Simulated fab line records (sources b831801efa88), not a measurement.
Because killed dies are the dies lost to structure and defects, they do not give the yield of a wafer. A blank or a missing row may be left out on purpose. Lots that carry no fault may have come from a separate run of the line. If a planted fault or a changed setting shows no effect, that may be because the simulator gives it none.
fab line records    flow sky130
[record] lots = 6  wafers = 18  last_day = 50
route steps=708 shown POLY_GATE@219 PAD_OPEN@708
lots with no fault: from the same line, run without faults
start_h: the number of hours between the record's first day and the start of the first shown wafer of the lot    wait_h: hours elapsed since this lot's preceding step    " the same as in the row above    L1.1+2: one row covering several wafers at once    - no value, or no start given    * or withheld: withheld    < > ~ a bound
route shown NAME@n: a module of which the file shows steps, and the number in the route of the first    usual: mean/standard deviation of fault-free wafers    same: alike in all rows    chamber/n: place in a boat    sites: per-site readings    _std_site: standard deviation across them    _edge_site: outer sites' mean less inner sites'    radius_mm: for every site, how far away it sits from the centre of the wafer    mask NAME#n: copy n    behind: the most recent tool/chamber to have shaped the wafer    hold: why the lot was held/for how many hours/how that ended    device: the transistor (n, p or np) that didn't switch    end of line: the same wafers' tests at the end of the route    for a step that has no rows: nothing shown but its recipe    killed: the dies lost at the first sort to structure and to defects; this is not the yield of the wafer    map: a wafer's dies, marking killed ones x, the rest . and places with no die _
set.NAME: setting as actually run; set.NAME@STEP: the setting as run at that earlier step    model.NAME: the simulator's own value behind a step, which no gauge read
certain route steps with their lots: each step a table, each wafer a row
services: a tool's chamber out of use, with start hour (start_h, from the record's first day; less than 0 if before it), hours out, and reason
[[steps]]
[step SKY_POLY_GATE_DEHYDRATE_05]
[recipe] temp_c = 200  time_s = 60
[step SKY_POLY_GATE_HMDS_06]
[recipe] prime_time_s = 60  prime_temp_c = 120
[step SKY_POLY_GATE_COAT_07]
[recipe] resist = BARC  temp_c = withheld  time_s = withheld  spin_rpm = 3000  resist_thk_nm = 110
[step SKY_POLY_GATE_COAT_08]
[recipe] resist = KrF-thick  spin_rpm = 3000  resist_thk_nm = 450
[step SKY_POLY_GATE_SOFTBAKE_09]
[recipe] temp_c = 100  time_s = 90  resist = KrF-thick
[step SKY_POLY_GATE_EXPOSE_10]
[recipe] mask_id = P1M  na = 0.68  source_shape = conventional  sigma_outer = 0.6  target_cd_nm = 150  dose_mj = 28
[step SKY_POLY_GATE_PEB_11]
[recipe] peb_temp_c = withheld  peb_time_s = withheld  resist = KrF-thick
[step SKY_POLY_GATE_DEVELOP_12]
[recipe] develop_time_s = 60  resist = KrF-thick  dev_temp_c = 21
[step SKY_POLY_GATE_CD_MEAS_13]
[recipe] target_cd_nm = 150
[usual] cd_nm = 149.9/1.4
lot.wafer  tool       chamber  start_h  wait_h  cd_nm
L732.1     cd_sem-01  -        412.51   -       151.6
L732.2     "          -        "        "       150.8
L732.5     "          -        "        "       150.7
L733.3     cd_sem-02  -        426.90   -       151.2
L733.5     "          -        "        "       151.9
L733.6     "          -        "        "       151.7
L740.1     cd_sem-01  -        472.56   -       152.8
L740.4     "          -        "        "       153.6
L740.5     "          -        "        "       150.4
L742.1     cd_sem-01  -        504.01   -       149.1
L742.2     "          -        "        "       149.6
L742.6     "          -        "        "       149.2
L744.1     cd_sem-02  -        521.71   -       148.6
L744.2     "          -        "        "       149.2
L744.4     "          -        "        "       148.1
L750.2     cd_sem-02  -        570.93   -       149.8
L750.3     "          -        "        "       150.9
L750.5     "          -        "        "       150.3
[step SKY_POLY_GATE_OVL_MEAS_14]
[usual] POLY_GATE_OVL = -3/5
lot.wafer  tool        chamber  start_h  wait_h  POLY_GATE_OVL[nm]
L732.1     overlay-01  -        412.63   0.1     -7
L732.2     "           -        "        "       -2
L732.5     "           -        "        "       -5
L733.3     overlay-01  -        426.99   0.1     -1
L733.5     "           -        "        "       -3
L733.6     "           -        "        "       -3
L740.1     overlay-01  -        472.68   0.1     -6
L740.4     "           -        "        "       1
L740.5     "           -        "        "       -8
L742.1     overlay-01  -        504.13   0.1     1
L742.2     "           -        "        "       4
L742.6     "           -        "        "       -5
L744.1     overlay-01  -        521.83   0.1     5
L744.2     "           -        "        "       -2
L744.4     "           -        "        "       0
L750.2     overlay-01  -        571.04   0.1     1
L750.3     "           -        "        "       3
L750.5     "           -        "        "       -2
[step SKY_POLY_GATE_ETCH_15]
[recipe] chemistry = N2/H2  target = BARC  ion_energy_ev = 200  source_w = 500  bias_w = 100  pressure_mtorr = 30  n2_flow_sccm = 100  h2_flow_sccm = 200  stop_on = SiO2  time_s = 118.5  target_depth_a = 1100
[usual] drypump_motor_current_A = 5.9/0.42  h2_flow_sccm = 200.0/0.67  oes_product_au = 0.716/0.0048  rf_fwd_power_W = 497.8/1.5  throttle_valve_pct = 13.214/0.0095
lot.wafer  tool         chamber  start_h  wait_h  drypump_motor_current_A  h2_flow_sccm  oes_product_au  rf_fwd_power_W  rf_hours_counter_h  throttle_valve_pct
L732.1     rie_diel-03  2        412.67   0.0     5.8                      200.4         0.715           497.3           17                  13.194
L732.2     "            1        "        "       6.0                      200.0         0.717           497.6           104                 13.220
L732.5     "            0        "        "       5.3                      198.7         0.707           497.4           -                   13.216
L733.3     rie_diel-02  0        427.01   0.0     6.0                      200.4         0.705           497.9           60                  13.206
L733.5     "            1        "        "       5.3                      201.3         0.713           498.6           -                   13.206
L733.6     "            2        "        "       6.5                      200.5         0.718           498.8           -                   13.201
L740.1     rie_diel-03  3        472.71   0.0     6.2                      199.9         0.708           496.4           2                   13.218
L740.4     "            2        "        "       5.8                      198.5         0.724           499.4           19                  13.220
L740.5     "            1        "        "       6.0                      199.6         0.723           501.3           -                   13.227
L742.1     rie_diel-02  3        504.16   0.0     5.8                      199.6         0.707           496.8           33                  13.213
L742.2     "            0        "        "       6.0                      200.3         0.724           496.8           62                  13.211
L742.6     "            2        "        "       6.5                      198.7         0.716           498.5           -                   13.205
L744.1     rie_diel-03  2        521.87   0.0     5.8                      199.8         0.713           499.3           19                  13.216
L744.2     "            0        "        "       5.3                      201.1         0.720           495.5           8                   13.219
L744.4     "            1        "        "       6.0                      200.6         0.712           497.1           1                   13.211
L750.2     rie_diel-03  1        571.07   0.0     6.0                      200.4         0.717           498.1           2                   13.229
L750.3     "            0        "        "       5.3                      200.0         0.725           497.2           10                  13.192
L750.5     "            2        "        "       5.8                      200.5         0.721           497.5           -                   13.206
[step SKY_POLY_GATE_ETCH_16]
[recipe] stop_on = poly-Si  chemistry = CH3F/O2  target = Si3N4  source_w = 400  bias_w = 80  pressure_mtorr = 25  ch3f_flow_sccm = 40  O2_flow_sccm = 30  time_s = 147.5  target_depth_a = 750
[usual] drypump_motor_current_A = 5.9/0.42  oes_product_au = 0.640/0.0051  rf_fwd_power_W = 398.5/1.4  throttle_valve_pct = 10.535/0.01
lot.wafer  tool         chamber  start_h  wait_h  drypump_motor_current_A  oes_product_au  rf_fwd_power_W  rf_hours_counter_h  throttle_valve_pct
L732.1     rie_diel-03  2        412.75   0.0     5.9                      0.639           399.8           17                  10.540
L732.2     "            1        "        "       6.0                      0.640           399.0           104                 10.522
L732.5     "            0        "        "       5.3                      0.643           400.2           -                   10.528
L733.3     rie_diel-02  0        427.10   0.0     6.0                      0.645           399.8           60                  10.525
L733.5     "            1        "        "       5.2                      0.640           398.2           -                   10.549
L733.6     "            2        "        "       6.5                      0.637           395.9           -                   10.521
L740.1     rie_diel-03  3        472.79   0.0     6.1                      0.639           399.0           2                   10.538
L740.4     "            2        "        "       5.8                      0.641           398.9           19                  10.537
L740.5     "            1        "        "       6.0                      0.639           398.5           -                   10.533
L742.1     rie_diel-02  3        504.24   0.0     5.7                      0.641           398.1           33                  10.541
L742.2     "            0        "        "       6.0                      0.638           399.9           62                  10.517
L742.6     "            2        "        "       6.5                      0.637           397.5           -                   10.528
L744.1     rie_diel-03  2        521.95   0.0     5.8                      0.635           397.6           19                  10.532
L744.2     "            0        "        "       5.3                      0.635           399.7           8                   10.534
L744.4     "            1        "        "       6.0                      0.629           399.4           2                   10.539
L750.2     rie_diel-03  1        571.15   0.0     6.0                      0.645           396.9           2                   10.514
L750.3     "            0        "        "       5.3                      0.639           396.7           10                  10.538
L750.5     "            2        "        "       5.9                      0.645           397.7           -                   10.535
[step SKY_POLY_GATE_ETCH_17]
[recipe] target_depth_nm = 180  stop_on = SiO2  over_etch_frac = 0.56667  chemistry = HBr/Cl2  target = poly-Si  icp_w = 400  bias_w = 100  pressure_mtorr = 10  HBr_flow_sccm = 150  Cl2_flow_sccm = 50  time_s = 70.5
[usual] drypump_motor_current_A = 5.70/0.26  oes_product_au = 0.987/0.0089  rf_fwd_power_W = 396.5/1.7  throttle_valve_pct = 33.683/0.0093
lot.wafer  tool       chamber  start_h  wait_h  drypump_motor_current_A  oes_product_au  rf_fwd_power_W  rf_hours_counter_h  throttle_valve_pct  model.KrF-thick_of_POLY_GATE_COAT_08.thk_nm  model.SiO2_of_SONOS_ONO_CVD_04.thk_nm
L732.1     rie_si-01  1        412.85   0.0     5.57                     0.985           394.4           1                   33.671              80.27                                        2.085
L732.2     "          0        "        "       5.98                     0.974           397.5           3                   33.679              145.6                                        4.15
L732.5     "          0        "        "       5.95                     0.982           396.9           -                   33.681              76.2                                         2.075
L733.3     rie_si-01  0        427.19   0.0     5.95                     0.985           397.1           3                   33.679              145.6                                        4.133
L733.5     "          3        "        "       5.88                     1.001           392.8           -                   33.689              77.62                                        2.035
L733.6     "          2        "        "       5.90                     0.993           394.4           -                   33.683              142.8                                        4.147
L740.1     rie_si-02  1        472.89   0.0     5.34                     0.999           398.0           6                   33.689              140                                          4.329
L740.4     "          0        "        "       5.27                     0.994           396.4           3                   33.685              142.5                                        4.309
L740.5     "          2        "        "       5.60                     1.004           398.7           -                   33.670              144.2                                        4.248
L742.1     rie_si-01  3        504.34   0.0     5.90                     0.984           395.0           7                   33.673              143.2                                        4.434
L742.2     "          2        "        "       5.89                     0.980           392.9           13                  33.694              142.3                                        4.512
L742.6     "          0        "        "       6.00                     0.993           397.6           -                   33.681              141.9                                        4.381
L744.1     rie_si-02  2        522.05   0.0     5.57                     0.986           399.0           18                  33.691              146.1                                        4.229
L744.2     "          3        "        "       5.97                     0.980           397.4           0                   33.690              140.5                                        4.359
L744.4     "          0        "        "       5.27                     0.988           396.6           3                   33.669              142.2                                        4.225
L750.2     rie_si-02  1        571.25   0.0     5.35                     0.990           397.0           6                   33.694              138.2                                        4.339
L750.3     "          0        "        "       5.28                     0.992           397.0           3                   33.680              141.2                                        4.331
L750.5     "          0        "        "       5.28                     0.986           396.0           -                   33.681              143.9                                        4.344
[step SKY_POLY_GATE_STRIP_18]
[recipe] chemistry = O2/N2  power_w = 1400  pressure_mtorr = 1500  platen_temp_c = withheld  o2_flow_sccm = 3000  n2_flow_sccm = 300  overash_fraction = 0.5
[usual] drypump_motor_current_A = 6.0/0.69  oes_product_au = 0.361/0.0053  strip_time_to_endpoint_s = 3.18/0.035
lot.wafer  tool             chamber  start_h  wait_h  drypump_motor_current_A  oes_product_au  rf_hours_counter_h  strip_time_to_endpoint_s
L732.1     plasma_asher-04  1        412.90   0.0     6.7                      0.332           58                  2.52
L732.2     "                0        "        "       6.6                      0.364           58                  3.23
L732.5     "                1        "        "       6.7                      0.324           -                   2.46
L733.3     plasma_asher-04  1        427.28   0.1     6.7                      0.358           -                   3.21
L733.5     "                1        "        "       6.7                      0.333           -                   2.49
L733.6     "                0        "        "       6.5                      0.368           -                   3.19
L740.1     plasma_asher-04  1        472.95   0.0     6.7                      0.363           65                  3.16
L740.4     "                1        "        "       6.7                      0.359           -                   3.19
L740.5     "                1        "        "       6.7                      0.361           -                   3.24
L742.1     plasma_asher-01  1        504.40   0.0     6.2                      0.358           36                  3.18
L742.2     "                0        "        "       4.7                      0.361           36                  3.22
L742.6     "                0        "        "       4.7                      0.369           -                   3.18
L744.1     plasma_asher-01  1        522.10   0.0     6.3                      0.367           38                  3.23
L744.2     "                0        "        "       4.7                      0.362           38                  3.18
L744.4     "                1        "        "       6.3                      0.367           -                   3.19
L750.2     plasma_asher-02  1        571.31   0.0     5.6                      0.362           14                  3.15
L750.3     "                1        "        "       5.7                      0.356           -                   3.17
L750.5     "                0        "        "       5.7                      0.365           -                   3.22
[step SKY_POLY_GATE_CLEAN_19]
[recipe] chemistry = SC1/SC2  mix = 1:4:20  temp_c = 70  time_s = 150  dry = n2_spin
[step SKY_PAD_OPEN_PROBE_99]
[usual] killed_at_M0_to_M3 = 43/6.7  killed_at_M4_up = 3.2/1.9  killed_at_contacts = 24/5.9  killed_at_front_end = 15/4.1  killed_at_other = 0.3/0.56  killed_dies = 86/9.5  killed_open = 47/7.4  killed_short = 39/5.5
[same] gross_dies = 492  killed_at_back_side = 0
lot.wafer  tool       chamber  start_h  wait_h  killed_at_M0_to_M3  killed_at_M4_up  killed_at_contacts  killed_at_front_end  killed_at_other  killed_dies  killed_open  killed_short  model.etest.tip_p.rs_ohm_sq  model.etest.tip_sonos.rs_ohm_sq  model.etest.nfet_01v8.r_on_ohm_um  model.etest.nfet_01v8_lvt.drive_ua_um  model.etest.nfet_01v8_swapped.drive_ua_um  model.etest.nfet_01v8.drive_ua_um  model.etest.nfet_01v8_turned.drive_ua_um  model.etest.sram_nfet_pass.drive_ua_um
L732.1     prober-01  -        1103.03  0.1     37                  4                29                  22                   0                92           59           33            7161                         2263                             849.7                              563                                    492.5                                      493.1                              497.7                                     470.8
L732.2     prober-01  -        1103.08  0.1     44                  1                26                  14                   2                87           40           47            6864                         2726                             857.9                              551.4                                  479.1                                      482.1                              483                                       471.6
L732.5     prober-01  -        1103.23  0.2     47                  5                22                  10                   0                84           46           38            7365                         2272                             808.6                              589.6                                  516.8                                      516.9                              515.7                                     496.1
L733.3     prober-02  -        1117.67  0.2     52                  1                27                  14                   2                96           55           41            6675                         2686                             828.1                              578.9                                  513                                        508.2                              512.2                                     475.3
L733.5     prober-02  -        1117.77  0.2     39                  4                25                  12                   0                80           37           43            8209                         2231                             790.6                              624.6                                  554.8                                      554                                551.4                                     516.6
L733.6     prober-02  -        1117.82  0.2     49                  2                24                  16                   0                91           52           39            6727                         2618                             830.9                              578.4                                  509.6                                      506                                506                                       480.9
L740.1     prober-01  -        1143.88  0.1     39                  4                19                  11                   0                73           36           37            6925                         2644                             806.6                              588.2                                  518.2                                      518.5                              521.9                                     513.8
L740.4     prober-01  -        1144.03  0.2     36                  1                34                  12                   0                83           40           43            6942                         2620                             834                                578.1                                  510.8                                      508                                508.4                                     477.5
L740.5     prober-01  -        1144.08  0.2     45                  5                22                  11                   0                83           47           36            6874                         2616                             832.5                              575.3                                  507.5                                      507.5                              509.6                                     474.1
L742.1     prober-01  -        1162.20  0.1     35                  4                37                  11                   0                87           40           47            6927                         2680                             828.5                              559.1                                  490.4                                      488.7                              487.8                                     482.5
L742.2     prober-01  -        1162.25  0.1     37                  6                37                  14                   1                95           54           41            6936                         2600                             828.1                              565.5                                  491.5                                      492.9                              494.6                                     486.4
L742.6     prober-01  -        1162.45  0.2     38                  3                14                  19                   0                74           33           41            6946                         2672                             822.6                              563.6                                  494                                        495.8                              493.9                                     466.2
L744.1     prober-01  -        1170.68  0.1     42                  4                15                  20                   1                82           45           37            6971                         2786                             844.5                              563.3                                  492.2                                      493.4                              491.6                                     484.8
L744.2     prober-01  -        1170.73  0.1     60                  2                22                  13                   2                99           53           46            6850                         2855                             832.1                              566.1                                  497.4                                      496                                495.5                                     482.1
L744.4     prober-01  -        1170.83  0.2     49                  0                22                  18                   1                90           49           41            6866                         2816                             860.7                              557.6                                  489                                        490.2                              489.9                                     504.4
L750.2     prober-01  -        1198.84  0.1     43                  4                23                  17                   0                87           53           34            7004                         2749                             850.3                              553.4                                  486.9                                      483.5                              490.6                                     480.3
L750.3     prober-01  -        1198.89  0.2     58                  1                20                  15                   1                95           64           31            6990                         2746                             853                                555.7                                  484.2                                      486.2                              483.5                                     486.8
L750.5     prober-01  -        1198.99  0.2     35                  4                27                  19                   0                85           55           30            6983                         2707                             839.7                              559.2                                  494.1                                      493                                492.6                                     474.4
// killed by level:class
L732.1 CONTACT:geometric_particle:open=13 VIA1:geometric_particle:open=9 VIA3:geometric_particle:open=8 FIELD_ISO:geometric_particle:open=7 LI_CONTACT:geometric_particle:open=7 CONTACT:geometric_particle:short=7 METAL1:geometric_particle:short=7 POLY_GATE:geometric_particle:open=5
L732.2 VIA1:geometric_particle:open=13 CONTACT:geometric_particle:short=9 CONTACT:geometric_particle:open=7 LI_CONTACT:geometric_particle:open=6 METAL1:geometric_particle:short=5 METAL2:geometric_particle:short=5 VIA3:geometric_particle:short=5 VIA3:geometric_particle:open=5
L732.5 VIA1:geometric_particle:open=10 CONTACT:geometric_particle:open=9 VIA3:geometric_particle:open=8 LI_CONTACT:geometric_particle:open=7 VIA3:geometric_particle:short=7 METAL4:geometric_particle:short=5 VIA1:geometric_particle:short=4 METAL2:geometric_particle:short=4
L733.3 VIA1:geometric_particle:open=14 CONTACT:geometric_particle:open=12 VIA2:geometric_particle:open=7 LI_CONTACT:geometric_particle:open=6 METAL1:geometric_particle:short=6 CONTACT:geometric_particle:short=5 METAL2:geometric_particle:short=5 VIA1:geometric_particle:short=4
L733.5 CONTACT:geometric_particle:short=8 METAL2:geometric_particle:short=8 VIA2:geometric_particle:open=7 VIA1:geometric_particle:open=7 LI_CONTACT:geometric_particle:open=6 LOCAL_INTERCONNECT:geometric_particle:short=5 CONTACT:geometric_particle:open=5 VIA3:geometric_particle:open=5
L733.6 CONTACT:geometric_particle:open=11 VIA1:geometric_particle:open=10 VIA3:geometric_particle:open=9 METAL1:geometric_particle:short=8 FIELD_ISO:geometric_particle:short=5 LOCAL_INTERCONNECT:geometric_particle:short=5 VIA1:geometric_particle:short=5 VIA2:geometric_particle:open=5
L740.1 CONTACT:geometric_particle:open=8 METAL2:geometric_particle:short=7 VIA3:geometric_particle:open=7 METAL1:geometric_particle:short=6 LOCAL_INTERCONNECT:geometric_particle:short=5 VIA2:geometric_particle:open=5 FIELD_ISO:geometric_particle:open=4 VIA3:geometric_particle:short=4
L740.4 CONTACT:geometric_particle:open=10 CONTACT:geometric_particle:short=9 FIELD_ISO:geometric_particle:open=6 LOCAL_INTERCONNECT:geometric_particle:short=6 METAL2:geometric_particle:short=6 VIA2:geometric_particle:open=6 LI_CONTACT:geometric_particle:short=5 VIA1:geometric_particle:short=4
L740.5 CONTACT:geometric_particle:open=10 VIA2:geometric_particle:open=9 LI_CONTACT:geometric_particle:open=7 VIA3:geometric_particle:open=7 VIA1:geometric_particle:open=7 METAL2:geometric_particle:short=7 LOCAL_INTERCONNECT:geometric_particle:short=4 METAL4:geometric_particle:short=4
L742.1 CONTACT:geometric_particle:short=11 CONTACT:geometric_particle:open=9 LOCAL_INTERCONNECT:geometric_particle:short=8 VIA1:geometric_particle:open=8 METAL2:geometric_particle:short=7 VIA3:geometric_particle:open=6 LI_CONTACT:geometric_particle:open=5 VIA2:geometric_particle:open=4
L742.2 CONTACT:geometric_particle:open=17 LI_CONTACT:geometric_particle:open=8 VIA1:geometric_particle:open=8 VIA3:geometric_particle:open=5 POLY_GATE:geometric_particle:short=4 LI_CONTACT:geometric_particle:short=4 VIA2:geometric_particle:open=4 METAL4:geometric_particle:short=4
L742.6 VIA3:geometric_particle:short=6 POLY_GATE:geometric_particle:open=6 VIA1:geometric_particle:open=6 POLY_GATE:geometric_particle:short=5 CONTACT:geometric_particle:open=5 METAL2:geometric_particle:short=5 VIA3:geometric_particle:open=4 CONTACT:geometric_particle:short=4
L744.1 VIA1:geometric_particle:open=12 POLY_GATE:geometric_particle:short=7 VIA2:geometric_particle:open=7 CONTACT:geometric_particle:open=6 METAL1:geometric_particle:short=5 CONTACT:geometric_particle:short=5 POLY_GATE:geometric_particle:open=4 VIA1:geometric_particle:short=4
L744.2 VIA1:geometric_particle:open=11 LI_CONTACT:geometric_particle:open=9 VIA3:geometric_particle:open=9 METAL3:geometric_particle:short=9 METAL1:geometric_particle:short=7 CONTACT:geometric_particle:open=6 VIA2:geometric_particle:open=6 VIA1:geometric_particle:short=5
L744.4 VIA2:geometric_particle:open=9 CONTACT:geometric_particle:open=9 POLY_GATE:geometric_particle:short=7 LI_CONTACT:geometric_particle:open=6 METAL1:geometric_particle:short=6 METAL2:geometric_particle:short=6 VIA3:geometric_particle:open=5 VIA1:geometric_particle:open=5
L750.2 VIA3:geometric_particle:open=10 CONTACT:geometric_particle:open=8 VIA1:geometric_particle:open=8 VIA2:geometric_particle:open=6 POLY_GATE:geometric_particle:open=5 LI_CONTACT:geometric_particle:open=5 FIELD_ISO:geometric_particle:open=4 FIELD_ISO:geometric_particle:short=4
L750.3 VIA1:geometric_particle:open=13 VIA2:geometric_particle:open=12 VIA3:geometric_particle:open=11 CONTACT:geometric_particle:open=10 METAL2:geometric_particle:short=6 SPACER:geometric_particle:short=4 FIELD_ISO:geometric_particle:open=3 FIELD_ISO:geometric_particle:short=3
L750.5 CONTACT:geometric_particle:open=12 VIA1:geometric_particle:open=10 FIELD_ISO:geometric_particle:open=9 LI_CONTACT:geometric_particle:open=8 VIA3:geometric_particle:open=5 CONTACT:geometric_particle:short=4 VIA1:geometric_particle:short=4 VIA2:geometric_particle:open=4
[[services]]
tool             chamber  start_h  hours  kind
rie_diel-02      0        417.35   4.5    repair
plasma_asher-01  -        420.88   14.6   pm
plasma_asher-02  -        421.25   9.0    pm
plasma_asher-02  0        421.25   9.0    vent_cycle
rie_diel-03      1        427.25   -      clean
rie_diel-03      1        427.25   17.1   scheduled_down
rie_diel-03      1        427.25   17.1   vent_cycle
plasma_asher-01  -        440.45   2.0    repair
rie_diel-03      3        444.11   8.2    repair
rie_si-02        3        484.00   -      clean
rie_si-02        3        484.00   16.8   scheduled_down
rie_si-02        3        484.00   16.8   vent_cycle
plasma_asher-01  -        490.81   6.3    repair
rie_diel-03      -        495.23   0.2    repair
rie_si-01        3        511.15   13.3   repair
rie_diel-02      1        514.31   -      clean
rie_diel-02      1        514.31   13.7   scheduled_down
rie_diel-02      1        514.31   13.7   vent_cycle
rie_si-01        -        522.80   0.1    repair
plasma_asher-01  -        525.40   2.0    repair
rie_diel-03      1        535.09   16.9   repair
plasma_asher-04  -        548.04   1.5    repair
rie_diel-03      2        555.82   1.7    repair
rie_diel-03      1        560.93   6.3    repair
[[key]]
[first_sign] step = SKY_POLY_GATE_STRIP_18  reading = strip_time_to_endpoint_s  direction = down  sigmas = 20  usual = *  struck = *
[effect] step = SKY_POLY_GATE_STRIP_18  reading = oes_product_au  direction = down  sigmas = 5.9  usual = 0.361  struck = 0.330
[model_effect] step = SKY_POLY_GATE_ETCH_17  value = KrF-thick_of_POLY_GATE_COAT_08.thk_nm  without = 141.6  struck = 78.03
[model_effect] step = SKY_PAD_OPEN_PROBE_99  value = etest.tip_p.rs_ohm_sq  without = 6820  struck = 7578
met_at SKY_POLY_GATE_ETCH_17
struck_wafers L732.1,L732.5,L733.5
tester_left_out L732,L733
[fault] kind = process_parameter_drift  tool = rie_si-01  chamber = -  onset_h = 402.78  steps = SKY_POLY_GATE_ETCH_17  channel = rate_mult  offset = 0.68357  shape = step  end_h = 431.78  scope = struck_wafers_only
// tester_left_out: of these lots the tester's yield and bins aren't shown, on N5 and GAA mostly nor the transistor test; their killed dies are dies lost to structure and defects alone, not to doping, threshold or leakage, so they don't give the yield
